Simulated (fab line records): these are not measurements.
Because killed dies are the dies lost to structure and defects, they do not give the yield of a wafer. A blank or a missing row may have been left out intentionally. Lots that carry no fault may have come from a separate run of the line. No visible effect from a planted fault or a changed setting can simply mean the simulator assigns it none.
Which tool did it? -- flow gf180mcu -- Sampling: 7 lots, 21 wafers, 2 of 602 route steps

WHAT THE GAUGES READ, wafer by wafer
GF_STI_CD_MEAS_12: the cd target is 220 nm.
lot,measured,on,cdNm (nm)
L347,day 2 16:44,cdSem-01,220.0 219.6 221.6
L350,day 3 08:10,cdSem-02,220.8 220.2 221.6
L355,day 4 11:34,cdSem-01,219.2 219.6 219.7
L358,day 5 04:47,cdSem-01,223.8 220.7 220.6
L361,day 5 17:07,cdSem-01,219.7 222.2 219.4
L365,day 6 12:49,cdSem-02,219.2 220.4 220.4
L367,day 7 00:17,cdSem-02,218.6 219.5 219.5

TOOL THAT RAN EACH LOT (tool first, then ch and the chambers of the sampled wafers, then the start)
lot,GF_STI_PEB_10
L347,"lithoTrack-02 ch 0, day 2 16:23"
L350,"lithoTrack-02 ch 0, day 3 07:49"
L355,"lithoTrack-01 ch 0, day 4 11:13"
L358,"lithoTrack-04 ch 0, day 5 04:27"
L361,"lithoTrack-01 ch 0, day 5 16:47"
L365,"lithoTrack-02 ch 0, day 6 12:28"
L367,"lithoTrack-02 ch 0, day 6 23:56"
- GF_STI_PEB_10: peb time 90 s.

THE ANSWER, worked out from the rows above alone
Rule: what is usual is taken from the lots themselves. The widest of any qualifying gaps counts: lots, ordered by their means at a reading, are off when they make up no more than a third of the lots, leave a main group of 4 or more, and stand apart from it by 3 or more times the standard deviation of that group's means. The tables above print the reading to a certain number of digits; a main group whose means all agree to those digits is not used. A lot without any number at a reading at which 4 lots or more have one is off too. Where the step has rows for the other lots, those lots are counted as sound.
Nothing can be told from this: no lot is off at any reading shown.

WHAT THE SIMULATOR PUT IN
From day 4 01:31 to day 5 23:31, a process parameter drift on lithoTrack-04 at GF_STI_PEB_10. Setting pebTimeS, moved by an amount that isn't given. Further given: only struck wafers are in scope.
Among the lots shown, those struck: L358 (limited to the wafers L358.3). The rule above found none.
